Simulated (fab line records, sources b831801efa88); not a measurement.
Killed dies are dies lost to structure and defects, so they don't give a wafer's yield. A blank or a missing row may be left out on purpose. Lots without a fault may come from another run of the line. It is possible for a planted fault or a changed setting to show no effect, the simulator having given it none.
Which tool is to blame? + flow gf180mcu + 21 wafers sampled from 7 lots at 1 step of a route of 602

WHAT THE GAUGES READ, wafer by wafer
GF_DUAL_GATE_OVL_MEAS_11.
| lot  | measured     | on         | DUAL_GATE_OVL (nm) |
|------|--------------|------------|--------------------|
| L202 | day 8 18:17  | overlay-01 | -0.8 1.6 -0.7      |
| L204 | day 9 05:31  | overlay-01 | 2.6 -1.1 0.8       |
| L209 | day 10 16:31 | overlay-02 | -2.1 -2.1 -2.9     |
| L211 | day 11 04:43 | overlay-02 | -2.0 -2.2 1.6      |
| L217 | day 12 21:04 | overlay-01 | -2.5 -1.9 -2.9     |
| L219 | day 13 10:50 | overlay-02 | -2.3 -1.4 -2.7     |
| L223 | day 14 15:28 | overlay-02 | -1.3 -3.7 -2.4     |

WHICH TOOL RAN EACH LOT (tool, then ch and the chambers of the sampled wafers, then the start)
Before these readings, the record contains no process step.

THE ANSWER, worked out from the rows above alone
Rule: usual is defined by the lots themselves. The widest of any qualifying gaps counts: lots, ordered by their means at a reading, are off when they make up no more than a third of the lots, leave a main group of 4 or more, and stand apart from it by 3 or more times the standard deviation of that group's means. If all means in a main group match to the digits the tables above print for the reading, that group is not used. A lot without any number at a reading at which 4 lots or more have one is off too. All remaining lots with rows at the step are treated as sound.
Across all readings shown, no lot is off: no conclusion can be drawn from this.

WHAT THE SIMULATOR HAD PUT IN
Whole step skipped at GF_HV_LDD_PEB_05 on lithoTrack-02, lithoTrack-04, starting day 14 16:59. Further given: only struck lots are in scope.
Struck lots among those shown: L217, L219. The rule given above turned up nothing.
